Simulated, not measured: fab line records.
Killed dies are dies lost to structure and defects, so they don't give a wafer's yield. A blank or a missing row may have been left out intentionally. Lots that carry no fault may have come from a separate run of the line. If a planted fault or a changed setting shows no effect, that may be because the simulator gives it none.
What tool caused it? :: flow sky130 :: 13 lots, 39 wafers sampled, at 2 steps of a route of 708

## WHAT EACH GAUGE READ, for each wafer
SKY_CAPM_OVL_MEAS_12.
lot: L770
measured: day 37 14:04
on: overlay-01
CAPM_OVL (nm): -0.9 0.8 0.4

lot: L771
measured: day 38 00:00
on: overlay-02
CAPM_OVL (nm): -0.9 -2.5 0.1

lot: L773
measured: day 38 08:56
on: overlay-01
CAPM_OVL (nm): -2.7 -3.7 -1.9

lot: L774
measured: day 38 18:40
on: overlay-02
CAPM_OVL (nm): 0.6 -0.9 1.4

lot: L775
measured: day 38 22:50
on: overlay-02
CAPM_OVL (nm): -1.0 0.6 -0.4

lot: L777
measured: day 39 10:38
on: overlay-02
CAPM_OVL (nm): 1.7 0.4 2.4

lot: L783
measured: day 41 11:34
on: overlay-01
CAPM_OVL (nm): -0.3 -1.1 -1.3

lot: L784
measured: day 43 00:52
on: overlay-02
CAPM_OVL (nm): 0.2 0.4 0.3

lot: L785
measured: day 43 04:31
on: overlay-02
CAPM_OVL (nm): -0.3 1.8 2.1

lot: L787
measured: day 43 07:37
on: overlay-01
CAPM_OVL (nm): 0.3 -0.4 -0.8

lot: L788
measured: day 43 09:22
on: overlay-02
CAPM_OVL (nm): 0.0 0.2 0.1

lot: L790
measured: day 43 10:55
on: overlay-01
CAPM_OVL (nm): -3.0 -3.2 -3.5

lot: L791
measured: day 43 14:28
on: overlay-02
CAPM_OVL (nm): 0.5 2.7 2.3

SKY_VIA3_BOW_MEAS_03.
lot: L770
measured: day 38 13:51
on: film-metro-03
VIA3_BOW (um): 81 73 71

lot: L771
measured: day 39 03:59
on: film-metro-01
VIA3_BOW (um): 88 75 90

lot: L773
measured: day 39 11:46
on: film-metro-01
VIA3_BOW (um): 82 82 84

lot: L774
measured: day 39 22:44
on: film-metro-03
VIA3_BOW (um): 84 79 73

lot: L775
measured: day 40 00:55
on: film-metro-03
VIA3_BOW (um): 75 66 64

lot: L777
measured: day 40 13:35
on: film-metro-01
VIA3_BOW (um): 78 81 82

lot: L783
measured: day 42 13:37
on: film-metro-04
VIA3_BOW (um): 100 88 77

lot: L784
measured: day 44 01:08
on: film-metro-04
VIA3_BOW (um): 80 76 87

lot: L785
measured: day 44 04:05
on: film-metro-04
VIA3_BOW (um): 80 79 73

lot: L787
measured: day 44 06:46
on: film-metro-03
VIA3_BOW (um): 68 83 75

lot: L788
measured: day 44 09:22
on: film-metro-04
VIA3_BOW (um): 77 85 84

lot: L790
measured: day 44 11:37
on: film-metro-03
VIA3_BOW (um): 83 87 86

lot: L791
measured: day 44 14:37
on: film-metro-03
VIA3_BOW (um): 75 79 73

## WHICH TOOL RAN EACH LOT (tool, then ch and the chambers of the sampled wafers, then the start)
The record holds no process step before these readings.

## WHAT THE TOOLS THEMSELVES READ (means of the sampled wafers that have a number; where no wafer has one, the mark that the record gives instead)
The record holds no such reading with a usual standard deviation.

## THE ANSWER, worked out from the rows above alone
Rule: usual is defined by the lots themselves. Put in order of their means at a reading, lots are off if they are a third of the lots or fewer, leave a main group of 4 or more, and stand apart from it by a gap of 3 or more times the standard deviation of the main group's means; of several such gaps the widest counts. A main group is skipped when, at the precision printed for the reading in the tables above, its means are all equal. A lot without any number at a reading at which 4 lots or more have one is off too. The other lots that the step has rows for count as sound. First the gauges in route order, then the tools' own readings, where a lot's mean is used as printed above. At the first step where some lot is off, the reading lying furthest off is the one used; lots without a number count as furthest.
No lot is off at any reading shown: from this, nothing can be told.

## WHAT WAS PUT IN BY THE SIMULATOR
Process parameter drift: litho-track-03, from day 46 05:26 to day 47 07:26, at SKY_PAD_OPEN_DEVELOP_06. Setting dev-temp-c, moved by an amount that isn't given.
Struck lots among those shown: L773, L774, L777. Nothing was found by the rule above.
